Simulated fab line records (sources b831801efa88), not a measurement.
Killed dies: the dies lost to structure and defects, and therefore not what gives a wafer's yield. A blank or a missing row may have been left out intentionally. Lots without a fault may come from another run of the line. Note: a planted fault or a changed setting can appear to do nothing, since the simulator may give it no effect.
Which tool was responsible? || flow sky130 || 24 lots, 72 wafers sampled, at 5 steps of a route of 708

== WHAT THE GAUGES READ, wafer by wafer ==
SKY_METAL1_OVL_MEAS_16. Usual: METAL1_OVL 1 nm, standard deviation 5.3.
{"lot": "L074", "measured": "day 32 12:23", "on": "overlay-02", "METAL1_OVL (nm)": "1 0 6", "flag": ""}
{"lot": "L075", "measured": "day 33 06:31", "on": "overlay-01", "METAL1_OVL (nm)": "-2 -4 -3", "flag": ""}
{"lot": "L076", "measured": "day 33 07:26", "on": "overlay-01", "METAL1_OVL (nm)": "1 -8 -7", "flag": ""}
{"lot": "L077", "measured": "day 33 21:45", "on": "overlay-01", "METAL1_OVL (nm)": "-1 -4 -5", "flag": ""}
{"lot": "L078", "measured": "day 35 03:57", "on": "overlay-02", "METAL1_OVL (nm)": "-1 9 4", "flag": ""}
{"lot": "L079", "measured": "day 35 04:27", "on": "overlay-01", "METAL1_OVL (nm)": "-1 8 7", "flag": ""}
{"lot": "L080", "measured": "day 35 04:47", "on": "overlay-02", "METAL1_OVL (nm)": "-2 5 -1", "flag": ""}
{"lot": "L081", "measured": "day 35 06:37", "on": "overlay-01", "METAL1_OVL (nm)": "-3 -6 -10", "flag": ""}
{"lot": "L082", "measured": "day 35 12:16", "on": "overlay-01", "METAL1_OVL (nm)": "4 5 10", "flag": ""}
{"lot": "L083", "measured": "day 35 20:26", "on": "overlay-01", "METAL1_OVL (nm)": "2 -13 7", "flag": ""}
{"lot": "L084", "measured": "day 36 08:48", "on": "overlay-02", "METAL1_OVL (nm)": "-12 -14 -7", "flag": ""}
{"lot": "L086", "measured": "day 36 17:39", "on": "overlay-01", "METAL1_OVL (nm)": "2 1 2", "flag": ""}
{"lot": "L085", "measured": "day 36 20:14", "on": "overlay-02", "METAL1_OVL (nm)": "5 6 5", "flag": ""}
{"lot": "L087", "measured": "day 37 04:34", "on": "overlay-02", "METAL1_OVL (nm)": "10 4 7", "flag": ""}
{"lot": "L088", "measured": "day 37 06:17", "on": "overlay-02", "METAL1_OVL (nm)": "6 0 6", "flag": ""}
{"lot": "L089", "measured": "day 38 01:41", "on": "overlay-02", "METAL1_OVL (nm)": "1 3 7", "flag": ""}
{"lot": "L090", "measured": "day 38 09:46", "on": "overlay-02", "METAL1_OVL (nm)": "1 -5 -1", "flag": ""}
{"lot": "L091", "measured": "day 38 13:55", "on": "overlay-02", "METAL1_OVL (nm)": "3 7 4", "flag": ""}
{"lot": "L092", "measured": "day 38 18:32", "on": "overlay-02", "METAL1_OVL (nm)": "-9 -5 8", "flag": ""}
{"lot": "L093", "measured": "day 38 20:07", "on": "overlay-01", "METAL1_OVL (nm)": "1 5 5", "flag": ""}
{"lot": "L094", "measured": "day 39 03:35", "on": "overlay-02", "METAL1_OVL (nm)": "12 4 10", "flag": ""}
{"lot": "L095", "measured": "day 39 10:32", "on": "overlay-02", "METAL1_OVL (nm)": "8 3 -1", "flag": ""}
{"lot": "L097", "measured": "day 40 12:02", "on": "overlay-02", "METAL1_OVL (nm)": "-1 2 3", "flag": ""}
{"lot": "L096", "measured": "day 41 15:33", "on": "overlay-01", "METAL1_OVL (nm)": "6 0 4", "flag": ""}

SKY_METAL2_CD_MEAS_15 targets a cd of 140 nm. Usual: 139.5 nm for cd nm, sd 1.7.
{"lot": "L074", "measured": "day 34 20:45", "on": "cd sem-01", "cd nm (nm)": "139.7 140.2 139.4", "flag": ""}
{"lot": "L075", "measured": "day 35 14:41", "on": "cd sem-01", "cd nm (nm)": "140.0 139.2 139.3", "flag": ""}
{"lot": "L076", "measured": "day 35 16:23", "on": "cd sem-02", "cd nm (nm)": "139.0 135.6 136.8", "flag": ""}
{"lot": "L077", "measured": "day 36 05:26", "on": "cd sem-02", "cd nm (nm)": "140.1 139.3 140.7", "flag": ""}
{"lot": "L078", "measured": "day 37 10:34", "on": "cd sem-01", "cd nm (nm)": "137.3 137.7 136.7", "flag": ""}
{"lot": "L079", "measured": "day 37 10:56", "on": "cd sem-02", "cd nm (nm)": "140.4 140.9 140.3", "flag": ""}
{"lot": "L080", "measured": "day 37 11:14", "on": "cd sem-01", "cd nm (nm)": "136.4 136.4 136.5", "flag": ""}
{"lot": "L081", "measured": "day 37 13:22", "on": "cd sem-01", "cd nm (nm)": "138.4 138.7 138.1", "flag": ""}
{"lot": "L082", "measured": "day 37 18:13", "on": "cd sem-02", "cd nm (nm)": "142.3 141.7 139.6", "flag": ""}
{"lot": "L083", "measured": "day 38 03:26", "on": "cd sem-02", "cd nm (nm)": "137.6 137.3 136.4", "flag": ""}
{"lot": "L084", "measured": "day 38 15:41", "on": "cd sem-01", "cd nm (nm)": "139.6 139.5 138.1", "flag": ""}
{"lot": "L086", "measured": "day 39 00:26", "on": "cd sem-01", "cd nm (nm)": "138.7 138.9 137.3", "flag": ""}
{"lot": "L085", "measured": "day 39 03:08", "on": "cd sem-01", "cd nm (nm)": "139.7 141.0 139.9", "flag": ""}
{"lot": "L087", "measured": "day 39 10:51", "on": "cd sem-01", "cd nm (nm)": "143.0 142.9 141.2", "flag": ""}
{"lot": "L088", "measured": "day 39 12:14", "on": "cd sem-01", "cd nm (nm)": "140.0 141.5 140.6", "flag": ""}
{"lot": "L089", "measured": "day 40 07:24", "on": "cd sem-02", "cd nm (nm)": "140.7 140.8 142.9", "flag": ""}
{"lot": "L090", "measured": "day 40 14:12", "on": "cd sem-01", "cd nm (nm)": "141.2 139.2 139.9", "flag": ""}
{"lot": "L091", "measured": "day 40 17:53", "on": "cd sem-01", "cd nm (nm)": "140.1 138.1 138.1", "flag": ""}
{"lot": "L092", "measured": "day 40 22:24", "on": "cd sem-02", "cd nm (nm)": "139.2 139.5 139.5", "flag": ""}
{"lot": "L093", "measured": "day 40 23:54", "on": "cd sem-01", "cd nm (nm)": "141.4 140.0 139.0", "flag": ""}
{"lot": "L094", "measured": "day 41 08:02", "on": "cd sem-02", "cd nm (nm)": "140.2 138.8 141.1", "flag": ""}
{"lot": "L095", "measured": "day 41 15:05", "on": "cd sem-02", "cd nm (nm)": "138.8 137.9 139.1", "flag": ""}
{"lot": "L097", "measured": "day 42 14:43", "on": "cd sem-02", "cd nm (nm)": "142.1 139.3 141.0", "flag": ""}
{"lot": "L096", "measured": "day 43 16:50", "on": "cd sem-02", "cd nm (nm)": "140.4 142.2 140.5", "flag": ""}

== EACH LOT AND THE TOOL THAT RAN IT (in order: tool; ch and the chambers of the sampled wafers; start) ==
{"lot": "L074", "SKY_CONTACT_CVD_00": "pecvd-04 ch 0,1,2, day 30 01:59", "SKY_METAL1_ETCH_18": "rie metal-03 ch 0,1, day 32 12:27", "SKY_METAL1_METAL_ETCH_19": "rie metal-03 ch 0,1, day 32 12:31"}
{"lot": "L075", "SKY_CONTACT_CVD_00": "pecvd-04 ch 0,1,2, day 30 20:58", "SKY_METAL1_ETCH_18": "rie metal-02 ch 0,1, day 33 06:35", "SKY_METAL1_METAL_ETCH_19": "rie metal-02 ch 0,1, day 33 06:40"}
{"lot": "L076", "SKY_CONTACT_CVD_00": "pecvd-02 ch 0,1,2, day 30 23:42", "SKY_METAL1_ETCH_18": "rie metal-04 ch 0,1, day 33 07:30", "SKY_METAL1_METAL_ETCH_19": "rie metal-04 ch 0,1, day 33 07:34"}
{"lot": "L077", "SKY_CONTACT_CVD_00": "pecvd-03 ch 0,1,2, day 31 13:13", "SKY_METAL1_ETCH_18": "rie metal-03 ch 0,1, day 33 21:49", "SKY_METAL1_METAL_ETCH_19": "rie metal-03 ch 0,1, day 33 21:53"}
{"lot": "L078", "SKY_CONTACT_CVD_00": "pecvd-02 ch 0,1, day 32 20:25", "SKY_METAL1_ETCH_18": "rie metal-04 ch 0,1, day 35 04:01", "SKY_METAL1_METAL_ETCH_19": "rie metal-04 ch 0,1, day 35 04:05"}
{"lot": "L079", "SKY_CONTACT_CVD_00": "pecvd-03 ch 0,1,2, day 32 21:01", "SKY_METAL1_ETCH_18": "rie metal-02 ch 0,1, day 35 04:31", "SKY_METAL1_METAL_ETCH_19": "rie metal-02 ch 0,1, day 35 04:36"}
{"lot": "L080", "SKY_CONTACT_CVD_00": "pecvd-04 ch 1,2, day 32 21:20", "SKY_METAL1_ETCH_18": "rie metal-03 ch 0,1, day 35 04:51", "SKY_METAL1_METAL_ETCH_19": "rie metal-03 ch 0,1, day 35 04:55"}
{"lot": "L081", "SKY_CONTACT_CVD_00": "pecvd-02 ch 0,2, day 32 22:25", "SKY_METAL1_ETCH_18": "rie metal-02 ch 0,1, day 35 06:41", "SKY_METAL1_METAL_ETCH_19": "rie metal-02 ch 0,1, day 35 06:46"}
{"lot": "L082", "SKY_CONTACT_CVD_00": "pecvd-03 ch 1,2, day 33 04:11", "SKY_METAL1_ETCH_18": "rie metal-02 ch 0,1, day 35 12:20", "SKY_METAL1_METAL_ETCH_19": "rie metal-02 ch 0,1, day 35 12:25"}
{"lot": "L083", "SKY_CONTACT_CVD_00": "pecvd-03 ch 0,1,2, day 33 13:11", "SKY_METAL1_ETCH_18": "rie metal-02 ch 0,1, day 35 20:30", "SKY_METAL1_METAL_ETCH_19": "rie metal-02 ch 0,1, day 35 20:34"}
{"lot": "L084", "SKY_CONTACT_CVD_00": "pecvd-03 ch 0,1, day 34 01:41", "SKY_METAL1_ETCH_18": "rie metal-02 ch 0,1, day 36 08:52", "SKY_METAL1_METAL_ETCH_19": "rie metal-02 ch 0,1, day 36 08:56"}
{"lot": "L086", "SKY_CONTACT_CVD_00": "pecvd-02 ch 0,1, day 34 09:46", "SKY_METAL1_ETCH_18": "rie metal-04 ch 0,1, day 36 17:43", "SKY_METAL1_METAL_ETCH_19": "rie metal-04 ch 0,1, day 36 17:47"}
{"lot": "L085", "SKY_CONTACT_CVD_00": "pecvd-03 ch 0,1, day 34 13:56", "SKY_METAL1_ETCH_18": "rie metal-03 ch 0,1, day 36 20:18", "SKY_METAL1_METAL_ETCH_19": "rie metal-03 ch 0,1, day 36 20:22"}
{"lot": "L087", "SKY_CONTACT_CVD_00": "pecvd-03 ch 0,1,2, day 34 22:38", "SKY_METAL1_ETCH_18": "rie metal-04 ch 0,1, day 37 04:37", "SKY_METAL1_METAL_ETCH_19": "rie metal-04 ch 0,1, day 37 04:41"}
{"lot": "L088", "SKY_CONTACT_CVD_00": "pecvd-04 ch 0,1,2, day 34 23:19", "SKY_METAL1_ETCH_18": "rie metal-02 ch 0,1, day 37 06:21", "SKY_METAL1_METAL_ETCH_19": "rie metal-02 ch 0,1, day 37 06:25"}
{"lot": "L089", "SKY_CONTACT_CVD_00": "pecvd-02 ch 0,1, day 35 19:08", "SKY_METAL1_ETCH_18": "rie metal-02 ch 0,1, day 38 01:45", "SKY_METAL1_METAL_ETCH_19": "rie metal-02 ch 0,1, day 38 01:49"}
{"lot": "L090", "SKY_CONTACT_CVD_00": "pecvd-04 ch 0,1,2, day 36 02:35", "SKY_METAL1_ETCH_18": "rie metal-02 ch 0,1, day 38 09:49", "SKY_METAL1_METAL_ETCH_19": "rie metal-02 ch 0,1, day 38 09:53"}
{"lot": "L091", "SKY_CONTACT_CVD_00": "pecvd-03 ch 1,2, day 36 07:59", "SKY_METAL1_ETCH_18": "rie metal-03 ch 0, day 38 13:58", "SKY_METAL1_METAL_ETCH_19": "rie metal-03 ch 0, day 38 14:02"}
{"lot": "L092", "SKY_CONTACT_CVD_00": "pecvd-02 ch 0,1, day 36 13:45", "SKY_METAL1_ETCH_18": "rie metal-02 ch 0,1, day 38 18:36", "SKY_METAL1_METAL_ETCH_19": "rie metal-02 ch 0,1, day 38 18:40"}
{"lot": "L093", "SKY_CONTACT_CVD_00": "pecvd-03 ch 1,2, day 36 14:17", "SKY_METAL1_ETCH_18": "rie metal-04 ch 0,1, day 38 20:10", "SKY_METAL1_METAL_ETCH_19": "rie metal-04 ch 0,1, day 38 20:14"}
{"lot": "L094", "SKY_CONTACT_CVD_00": "pecvd-04 ch 0,1,2, day 36 21:40", "SKY_METAL1_ETCH_18": "rie metal-04 ch 1, day 39 03:41", "SKY_METAL1_METAL_ETCH_19": "rie metal-04 ch 1, day 39 03:49"}
{"lot": "L095", "SKY_CONTACT_CVD_00": "pecvd-04 ch 0,2, day 37 04:23", "SKY_METAL1_ETCH_18": "rie metal-04 ch 1, day 39 10:38", "SKY_METAL1_METAL_ETCH_19": "rie metal-04 ch 1, day 39 10:46"}
{"lot": "L097", "SKY_CONTACT_CVD_00": "pecvd-04 ch 0,1, day 38 07:51", "SKY_METAL1_ETCH_18": "rie metal-02 ch 0, day 40 12:06", "SKY_METAL1_METAL_ETCH_19": "rie metal-02 ch 0, day 40 12:10"}
{"lot": "L096", "SKY_CONTACT_CVD_00": "pecvd-02 ch 0,1,2, day 39 11:59", "SKY_METAL1_ETCH_18": "rie metal-02 ch 0,1, day 41 15:37", "SKY_METAL1_METAL_ETCH_19": "rie metal-02 ch 0,1, day 41 15:41"}
- SKY_CONTACT_CVD_00: deposits Si3N4, target thk 75 nm.
- SKY_METAL1_ETCH_18: etches BARC in N2/H2, stops on SiO2, time 45.9 s, target depth 60 nm.
- SKY_METAL1_METAL_ETCH_19: etches the open film in Cl2/BCl3, stops on SiO2, target depth 360 nm, time 78 s.

== AS READ BY THE TOOLS THEMSELVES (means over the sampled wafers that have a number; for cases with no such wafer, the mark the record gives instead) ==
SKY_CONTACT_CVD_00. Usual: 721 W for heater power w, sd 120.
{"lot": "L074", "tool": "pecvd-04", "heater power w (W)": 712, "flag": ""}
{"lot": "L075", "tool": "pecvd-04", "heater power w (W)": 701, "flag": ""}
{"lot": "L076", "tool": "pecvd-02", "heater power w (W)": 867, "flag": ""}
{"lot": "L077", "tool": "pecvd-03", "heater power w (W)": 671, "flag": ""}
{"lot": "L078", "tool": "pecvd-02", "heater power w (W)": 800, "flag": ""}
{"lot": "L079", "tool": "pecvd-03", "heater power w (W)": 645, "flag": ""}
{"lot": "L080", "tool": "pecvd-04", "heater power w (W)": 679, "flag": ""}
{"lot": "L081", "tool": "pecvd-02", "heater power w (W)": 855, "flag": ""}
{"lot": "L082", "tool": "pecvd-03", "heater power w (W)": 641, "flag": ""}
{"lot": "L083", "tool": "pecvd-03", "heater power w (W)": 607, "flag": ""}
{"lot": "L084", "tool": "pecvd-03", "heater power w (W)": 651, "flag": ""}
{"lot": "L086", "tool": "pecvd-02", "heater power w (W)": 804, "flag": ""}
{"lot": "L085", "tool": "pecvd-03", "heater power w (W)": 645, "flag": ""}
{"lot": "L087", "tool": "pecvd-03", "heater power w (W)": 616, "flag": ""}
{"lot": "L088", "tool": "pecvd-04", "heater power w (W)": 729, "flag": ""}
{"lot": "L089", "tool": "pecvd-02", "heater power w (W)": 900, "flag": ""}
{"lot": "L090", "tool": "pecvd-04", "heater power w (W)": 663, "flag": ""}
{"lot": "L091", "tool": "pecvd-03", "heater power w (W)": 637, "flag": ""}
{"lot": "L092", "tool": "pecvd-02", "heater power w (W)": 825, "flag": ""}
{"lot": "L093", "tool": "pecvd-03", "heater power w (W)": 620, "flag": ""}
{"lot": "L094", "tool": "pecvd-04", "heater power w (W)": 665, "flag": ""}
{"lot": "L095", "tool": "pecvd-04", "heater power w (W)": 659, "flag": ""}
{"lot": "L097", "tool": "pecvd-04", "heater power w (W)": 634, "flag": ""}
{"lot": "L096", "tool": "pecvd-02", "heater power w (W)": 852, "flag": ""}

SKY_METAL1_ETCH_18. Usual: drypump motor current A 5.8 A, standard deviation 0.38; n2 flow sccm 100.06 sccm, standard deviation 0.29; oes product au 0.855 a.u., standard deviation 0.0046; throttle valve pct 13.225 %, standard deviation 0.0081.
{"lot": "L074", "tool": "rie metal-03", "drypump motor current A (A)": 6.2, "n2 flow sccm (sccm)": 99.87, "oes product au (a.u.)": 0.852, "throttle valve pct (%)": 13.222, "flag": ""}
{"lot": "L075", "tool": "rie metal-02", "drypump motor current A (A)": 5.9, "n2 flow sccm (sccm)": 100.17, "oes product au (a.u.)": 0.855, "throttle valve pct (%)": 13.222, "flag": ""}
{"lot": "L076", "tool": "rie metal-04", "drypump motor current A (A)": 5.4, "n2 flow sccm (sccm)": 99.96, "oes product au (a.u.)": 0.853, "throttle valve pct (%)": 13.217, "flag": ""}
{"lot": "L077", "tool": "rie metal-03", "drypump motor current A (A)": 6.2, "n2 flow sccm (sccm)": 100.10, "oes product au (a.u.)": 0.856, "throttle valve pct (%)": 13.217, "flag": ""}
{"lot": "L078", "tool": "rie metal-04", "drypump motor current A (A)": 5.4, "n2 flow sccm (sccm)": 100.14, "oes product au (a.u.)": 0.853, "throttle valve pct (%)": 13.229, "flag": ""}
{"lot": "L079", "tool": "rie metal-02", "drypump motor current A (A)": 5.9, "n2 flow sccm (sccm)": 99.94, "oes product au (a.u.)": 0.858, "throttle valve pct (%)": 13.225, "flag": ""}
{"lot": "L080", "tool": "rie metal-03", "drypump motor current A (A)": 6.1, "n2 flow sccm (sccm)": 100.06, "oes product au (a.u.)": 0.854, "throttle valve pct (%)": 13.234, "flag": ""}
{"lot": "L081", "tool": "rie metal-02", "drypump motor current A (A)": 6.1, "n2 flow sccm (sccm)": 100.01, "oes product au (a.u.)": 0.854, "throttle valve pct (%)": 13.228, "flag": ""}
{"lot": "L082", "tool": "rie metal-02", "drypump motor current A (A)": 5.9, "n2 flow sccm (sccm)": 99.73, "oes product au (a.u.)": 0.859, "throttle valve pct (%)": 13.222, "flag": ""}
{"lot": "L083", "tool": "rie metal-02", "drypump motor current A (A)": 6.1, "n2 flow sccm (sccm)": 99.93, "oes product au (a.u.)": 0.856, "throttle valve pct (%)": 13.231, "flag": ""}
{"lot": "L084", "tool": "rie metal-02", "drypump motor current A (A)": 6.1, "n2 flow sccm (sccm)": 100.01, "oes product au (a.u.)": 0.855, "throttle valve pct (%)": 13.235, "flag": ""}
{"lot": "L086", "tool": "rie metal-04", "drypump motor current A (A)": 5.4, "n2 flow sccm (sccm)": 99.87, "oes product au (a.u.)": 0.855, "throttle valve pct (%)": 13.232, "flag": ""}
{"lot": "L085", "tool": "rie metal-03", "drypump motor current A (A)": 6.2, "n2 flow sccm (sccm)": 100.18, "oes product au (a.u.)": 0.856, "throttle valve pct (%)": 13.222, "flag": ""}
{"lot": "L087", "tool": "rie metal-04", "drypump motor current A (A)": 5.4, "n2 flow sccm (sccm)": 100.33, "oes product au (a.u.)": 0.854, "throttle valve pct (%)": 13.217, "flag": ""}
{"lot": "L088", "tool": "rie metal-02", "drypump motor current A (A)": 5.9, "n2 flow sccm (sccm)": 100.18, "oes product au (a.u.)": 0.858, "throttle valve pct (%)": 13.225, "flag": ""}
{"lot": "L089", "tool": "rie metal-02", "drypump motor current A (A)": 6.1, "n2 flow sccm (sccm)": 99.89, "oes product au (a.u.)": 0.854, "throttle valve pct (%)": 13.220, "flag": ""}
{"lot": "L090", "tool": "rie metal-02", "drypump motor current A (A)": 5.9, "n2 flow sccm (sccm)": 99.74, "oes product au (a.u.)": 0.853, "throttle valve pct (%)": 13.216, "flag": ""}
{"lot": "L091", "tool": "rie metal-03", "drypump motor current A (A)": 6.2, "n2 flow sccm (sccm)": 100.12, "oes product au (a.u.)": 0.853, "throttle valve pct (%)": 13.223, "flag": ""}
{"lot": "L092", "tool": "rie metal-02", "drypump motor current A (A)": 5.9, "n2 flow sccm (sccm)": 100.43, "oes product au (a.u.)": 0.863, "throttle valve pct (%)": 13.227, "flag": ""}
{"lot": "L093", "tool": "rie metal-04", "drypump motor current A (A)": 5.4, "n2 flow sccm (sccm)": 100.17, "oes product au (a.u.)": 0.855, "throttle valve pct (%)": 13.218, "flag": ""}
{"lot": "L094", "tool": "rie metal-04", "drypump motor current A (A)": 5.4, "n2 flow sccm (sccm)": 99.75, "oes product au (a.u.)": 0.853, "throttle valve pct (%)": 13.230, "flag": ""}
{"lot": "L095", "tool": "rie metal-04", "drypump motor current A (A)": 5.3, "n2 flow sccm (sccm)": 100.14, "oes product au (a.u.)": 0.851, "throttle valve pct (%)": 13.228, "flag": ""}
{"lot": "L097", "tool": "rie metal-02", "drypump motor current A (A)": 6.3, "n2 flow sccm (sccm)": 100.17, "oes product au (a.u.)": 0.851, "throttle valve pct (%)": 13.223, "flag": ""}
{"lot": "L096", "tool": "rie metal-02", "drypump motor current A (A)": 5.9, "n2 flow sccm (sccm)": 99.95, "oes product au (a.u.)": 0.852, "throttle valve pct (%)": 13.221, "flag": ""}

SKY_METAL1_METAL_ETCH_19. Usual: drypump motor current A 5.8 A, standard deviation 0.38; oes product au 0.855 a.u., standard deviation 0.0052; throttle valve pct 22.265 %, standard deviation 0.0084.
{"lot": "L074", "tool": "rie metal-03", "drypump motor current A (A)": 6.1, "oes product au (a.u.)": 0.855, "throttle valve pct (%)": 22.264, "flag": ""}
{"lot": "L075", "tool": "rie metal-02", "drypump motor current A (A)": 5.9, "oes product au (a.u.)": 0.854, "throttle valve pct (%)": 22.267, "flag": ""}
{"lot": "L076", "tool": "rie metal-04", "drypump motor current A (A)": 5.4, "oes product au (a.u.)": 0.857, "throttle valve pct (%)": 22.268, "flag": ""}
{"lot": "L077", "tool": "rie metal-03", "drypump motor current A (A)": 6.2, "oes product au (a.u.)": 0.855, "throttle valve pct (%)": 22.270, "flag": ""}
{"lot": "L078", "tool": "rie metal-04", "drypump motor current A (A)": 5.4, "oes product au (a.u.)": 0.854, "throttle valve pct (%)": 22.269, "flag": ""}
{"lot": "L079", "tool": "rie metal-02", "drypump motor current A (A)": 5.9, "oes product au (a.u.)": 0.858, "throttle valve pct (%)": 22.268, "flag": ""}
{"lot": "L080", "tool": "rie metal-03", "drypump motor current A (A)": 6.1, "oes product au (a.u.)": 0.849, "throttle valve pct (%)": 22.264, "flag": ""}
{"lot": "L081", "tool": "rie metal-02", "drypump motor current A (A)": 6.1, "oes product au (a.u.)": 0.852, "throttle valve pct (%)": 22.264, "flag": ""}
{"lot": "L082", "tool": "rie metal-02", "drypump motor current A (A)": 5.9, "oes product au (a.u.)": 0.857, "throttle valve pct (%)": 22.265, "flag": ""}
{"lot": "L083", "tool": "rie metal-02", "drypump motor current A (A)": 6.1, "oes product au (a.u.)": 0.856, "throttle valve pct (%)": 22.263, "flag": ""}
{"lot": "L084", "tool": "rie metal-02", "drypump motor current A (A)": 6.1, "oes product au (a.u.)": 0.860, "throttle valve pct (%)": 22.257, "flag": ""}
{"lot": "L086", "tool": "rie metal-04", "drypump motor current A (A)": 5.4, "oes product au (a.u.)": 0.855, "throttle valve pct (%)": 22.267, "flag": ""}
{"lot": "L085", "tool": "rie metal-03", "drypump motor current A (A)": 6.1, "oes product au (a.u.)": 0.853, "throttle valve pct (%)": 22.259, "flag": ""}
{"lot": "L087", "tool": "rie metal-04", "drypump motor current A (A)": 5.4, "oes product au (a.u.)": 0.850, "throttle valve pct (%)": 22.264, "flag": ""}
{"lot": "L088", "tool": "rie metal-02", "drypump motor current A (A)": 5.9, "oes product au (a.u.)": 0.859, "throttle valve pct (%)": 22.267, "flag": ""}
{"lot": "L089", "tool": "rie metal-02", "drypump motor current A (A)": 6.1, "oes product au (a.u.)": 0.860, "throttle valve pct (%)": 22.267, "flag": ""}
{"lot": "L090", "tool": "rie metal-02", "drypump motor current A (A)": 5.9, "oes product au (a.u.)": 0.857, "throttle valve pct (%)": 22.261, "flag": ""}
{"lot": "L091", "tool": "rie metal-03", "drypump motor current A (A)": 6.2, "oes product au (a.u.)": 0.854, "throttle valve pct (%)": 22.264, "flag": ""}
{"lot": "L092", "tool": "rie metal-02", "drypump motor current A (A)": 5.9, "oes product au (a.u.)": 0.854, "throttle valve pct (%)": 22.265, "flag": ""}
{"lot": "L093", "tool": "rie metal-04", "drypump motor current A (A)": 5.4, "oes product au (a.u.)": 0.858, "throttle valve pct (%)": 22.265, "flag": ""}
{"lot": "L094", "tool": "rie metal-04", "drypump motor current A (A)": 5.4, "oes product au (a.u.)": 0.858, "throttle valve pct (%)": 22.251, "flag": ""}
{"lot": "L095", "tool": "rie metal-04", "drypump motor current A (A)": 5.4, "oes product au (a.u.)": 0.852, "throttle valve pct (%)": 22.261, "flag": ""}
{"lot": "L097", "tool": "rie metal-02", "drypump motor current A (A)": 6.3, "oes product au (a.u.)": 0.856, "throttle valve pct (%)": 22.266, "flag": ""}
{"lot": "L096", "tool": "rie metal-02", "drypump motor current A (A)": 5.9, "oes product au (a.u.)": 0.850, "throttle valve pct (%)": 22.264, "flag": ""}

== THE ANSWER, worked out from the rows above alone ==
Rule: a lot counts as off when the mean over its wafers that have a number is more than 3 standard deviations away from the usual mean. A lot without any number at a reading at which 4 lots or more have one is off too. All remaining lots with rows at the step are treated as sound. First the gauges in route order, then the tools' own readings, where a lot's mean is used as printed above. At the first step where some lot is off, the reading lying furthest off is the one used; lots without a number count as furthest.
Across all readings shown, no lot is off: no conclusion can be drawn from this.

== WHAT THE SIMULATOR HAD INSERTED ==
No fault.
